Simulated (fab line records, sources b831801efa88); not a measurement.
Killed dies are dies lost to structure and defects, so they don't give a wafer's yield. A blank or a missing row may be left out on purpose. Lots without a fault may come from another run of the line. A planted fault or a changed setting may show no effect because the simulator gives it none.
fab line records | flow sky130
record lots=14 wafers=42 last_day=50
route steps=708 shown VIA4@657
lots that met no fault: from a run of the same line without faults
start_h: hours from the record's first day to the start of the lot's first wafer shown | wait_h: hours since the lot's step before | " the same as in the row above | L1.1+2: a row that stands for several wafers | - no value, or no start given | * or withheld: withheld | < > ~ a bound
route shown NAME@n: a module of which the file shows steps, and the number in the route of the first | usual: mean/standard deviation of fault-free wafers | same: alike in all rows | chamber/n: place in a boat | sites: the reading at each site | _std_site: their standard deviation | _edge_site: outer sites' mean less inner sites' | radius_mm: how far each site lies from the wafer's centre | mask NAME#n: copy n | behind: the tool/chamber that last shaped the wafer | hold: why the lot was held/for how many hours/how that ended | device: the transistor (n, p or np) that didn't switch | end of line: the same wafers' tests at the end of the route | a step without rows: its recipe alone | killed: dies lost to structure and defects at the first sort, not the wafer's yield | map: a wafer's dies, x killed, . not, _ none there
set.NAME: the setting as run; set.NAME@STEP: as run at that earlier step | model.NAME: the simulator's own value behind a step, which no gauge read
steps of the route over a sample of lots; a table a step, a row a wafer
services: from which hour (start_h, from the record's first day; less than 0 if before it) a tool's chamber was out of use, for how many hours, and why
## steps
# step SKY_VIA4_CVD_18
# recipe material=W target_thk_nm=505 time_s=152.14 temp_c=400 pressure_torr=40
# usual chamber_pressure_Torr=40.02/0.093 heater_power_w=884/130 susceptor_temp_C=400.05/0.22
# columns lot.wafer tool chamber start_h wait_h chamber_pressure_Torr heater_power_w susceptor_temp_C
L455.1 cvd_w-01 0 1010.62 0.0 39.86 742 399.87
L455.2 " 1 " " 40.02 1047 400.22
L455.6 " 0 " " 39.87 733 400.02
L456.3 cvd_w-01 1 1024.53 0.1 40.06 1054 399.97
L456.4 " 0 " " 40.01 756 400.30
L456.5 " 0 " " 39.92 742 400.19
L457.2 cvd_w-01 1 1026.35 0.0 39.91 1047 400.01
L457.3 " 1 " " 39.94 1042 399.82
L457.4 " 0 " " 40.14 759 400.08
L458.1 cvd_w-02 1 1039.83 0.0 40.03 780 400.05
L458.3 " 1 " " 39.93 772 400.04
L458.6 " 0 " " 39.93 931 400.19
L459.3 cvd_w-01 0 1044.99 0.1 39.98 763 400.01
L459.4 " 1 " " 39.92 1035 400.04
L459.6 " 0 " " 39.95 755 399.98
L460.3 cvd_w-01 0 1045.64 0.1 40.09 758 400.28
L460.5 " 1 " " 39.96 1036 400.12
L460.6 " 0 " " 39.93 741 400.08
L461.2 cvd_w-02 0 1049.64 0.0 40.04 911 400.27
L461.3 " 1 " " 40.00 792 399.89
L461.5 " 0 " " 40.05 918 400.45
L462.4 cvd_w-01 1 1055.56 0.1 39.95 1086 400.19
L462.5 " 1 " " 39.83 1035 400.09
L462.6 " 0 " " 40.23 774 400.39
L464.2 cvd_w-02 0 1065.36 0.0 40.09 907 393.48
L464.3 " 1 " " 40.15 799 400.10
L464.5 " 1 " " 39.98 773 399.75
L466.2 cvd_w-02 0 1088.43 0.0 39.90 870 393.68
L466.3 " 1 " " 39.99 787 400.01
L466.4 " 0 " " 39.75 909 393.62
L471.3 cvd_w-01 1 1108.07 0.1 39.93 1113 399.90
L471.5 " 0 " " 39.91 764 400.40
L471.6 " 1 " " 39.91 1116 400.24
L473.3 cvd_w-01 0 1122.81 0.1 40.09 763 399.69
L473.4 " 1 " " 40.17 1053 400.09
L473.5 " 1 " " 40.11 1054 399.91
L474.1 cvd_w-01 1 1126.15 0.0 40.03 1059 399.79
L474.3 " 1 " " 40.06 1068 400.01
L474.6 " 1 " " 40.09 1084 399.76
L477.1 cvd_w-02 1 1142.39 0.0 40.12 790 399.86
L477.3 " 1 " " 40.02 782 400.14
L477.6 " 0 " " 39.97 937 399.94
# step SKY_VIA4_RS_MEAS_19
# recipe thk_meas_gauge=four-point-probe reads=W_of_VIA4_CVD_18+TiN_of_VIA4_SPUTTER_17
# usual VIA4_W_RS=0.2247/0.0027
# columns lot.wafer tool chamber start_h wait_h VIA4_W_RS[ohm/sq]
L455.1 film_metro-02 - 1010.77 0.1 0.2249
L455.2 " - " " 0.2225
L455.6 " - " " 0.2256
L456.3 film_metro-02 - 1024.68 0.1 0.2209
L456.4 " - " " 0.2228
L456.5 " - " " 0.2229
L457.2 film_metro-02 - 1026.52 0.1 0.2210
L457.3 " - " " 0.2214
L457.4 " - " " 0.2262
L458.1 film_metro-02 - 1039.99 0.1 0.2219
L458.3 " - " " 0.2215
L458.6 " - " " 0.2244
L459.3 film_metro-02 - 1045.13 0.1 0.2275
L459.4 " - " " 0.2221
L459.6 " - " " 0.2276
L460.3 film_metro-02 - 1045.78 0.1 0.2258
L460.5 " - " " 0.2212
L460.6 " - " " 0.2219
L461.2 film_metro-02 - 1049.81 0.1 0.2277
L461.3 " - " " 0.2270
L461.5 " - " " 0.2305
L462.4 film_metro-01 - 1055.72 0.1 0.2211
L462.5 " - " " 0.2246
L462.6 " - " " 0.2259
L464.2 film_metro-03 - 1065.53 0.1 0.2521
L464.3 " - " " 0.2227
L464.5 " - " " 0.2203
L466.2 film_metro-02 - 1088.60 0.1 0.2587
L466.3 " - " " 0.2250
L466.4 " - " " 0.2531
L471.3 film_metro-01 - 1108.21 0.1 0.2269
L471.5 " - " " 0.2281
L471.6 " - " " 0.2275
L473.3 film_metro-03 - 1122.95 0.1 0.2251
L473.4 " - " " 0.2261
L473.5 " - " " 0.2246
L474.1 film_metro-02 - 1126.30 0.1 0.2268
L474.3 " - " " 0.2252
L474.6 " - " " 0.2245
L477.1 film_metro-01 - 1142.54 0.1 0.2278
L477.3 " - " " 0.2251
L477.6 " - " " 0.2274
# step SKY_VIA4_THK_MEAS_20
# recipe thk_meas_gauge=xrf reads=W_of_VIA4_CVD_18
# usual VIA4_W_THK=513/7.6
# columns lot.wafer tool chamber start_h wait_h VIA4_W_THK[nm]
L455.1 film_metro-02 - 1010.89 0.1 513
L455.2 " - " " 519
L455.6 " - " " 511
L456.3 film_metro-02 - 1024.78 0.1 523
L456.4 " - " " 518
L456.5 " - " " 521
L457.2 film_metro-02 - 1026.63 0.1 521
L457.3 " - " " 522
L457.4 " - " " 512
L458.1 film_metro-02 - 1040.11 0.1 516
L458.3 " - " " 519
L458.6 " - " " 510
L459.3 film_metro-02 - 1045.23 0.1 505
L459.4 " - " " 521
L459.6 " - " " 509
L460.3 film_metro-02 - 1045.88 0.1 515
L460.5 " - " " 521
L460.6 " - " " 519
L461.2 film_metro-02 - 1049.92 0.1 507
L461.3 " - " " 509
L461.5 " - " " 499
L462.4 film_metro-01 - 1055.81 0.1 526
L462.5 " - " " 517
L462.6 " - " " 518
L464.2 film_metro-03 - 1065.64 0.1 452
L464.3 " - " " 510
L464.5 " - " " 519
L466.2 film_metro-02 - 1088.71 0.1 446
L466.3 " - " " 509
L466.4 " - " " 455
L471.3 film_metro-01 - 1108.31 0.1 508
L471.5 " - " " 502
L471.6 " - " " 509
L473.3 film_metro-03 - 1123.05 0.1 505
L473.4 " - " " 500
L473.5 " - " " 505
L474.1 film_metro-02 - 1126.42 0.1 508
L474.3 " - " " 510
L474.6 " - " " 509
L477.1 film_metro-01 - 1142.66 0.1 517
L477.3 " - " " 524
L477.6 " - " " 515
## services
# columns tool chamber start_h hours kind
cvd_w-02 - 1012.83 6.9 pm
cvd_w-01 - 1033.14 1.9 repair
cvd_w-01 - 1114.81 2.8 repair
## key
first_sign step=SKY_VIA4_CVD_18 reading=susceptor_temp_C direction=down sigmas=29 usual=* struck=*
effect step=SKY_VIA4_RS_MEAS_19 reading=VIA4_W_RS direction=up sigmas=11 usual=0.2247 struck=0.2546
effect step=SKY_VIA4_THK_MEAS_20 reading=VIA4_W_THK direction=down sigmas=8.2 usual=513 struck=451
met_at SKY_VIA4_CVD_18
struck_lots L464,L466
struck_wafers L464.2,L466.2,L466.4
onset_between 1049.64 1065.36
fault kind=process_parameter_drift tool=cvd_w-02 chamber=0 onset_h=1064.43 steps=SKY_VIA4_CVD_18 channel=temp_c offset=* shape=step end_h=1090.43 acts_in=* stated=*
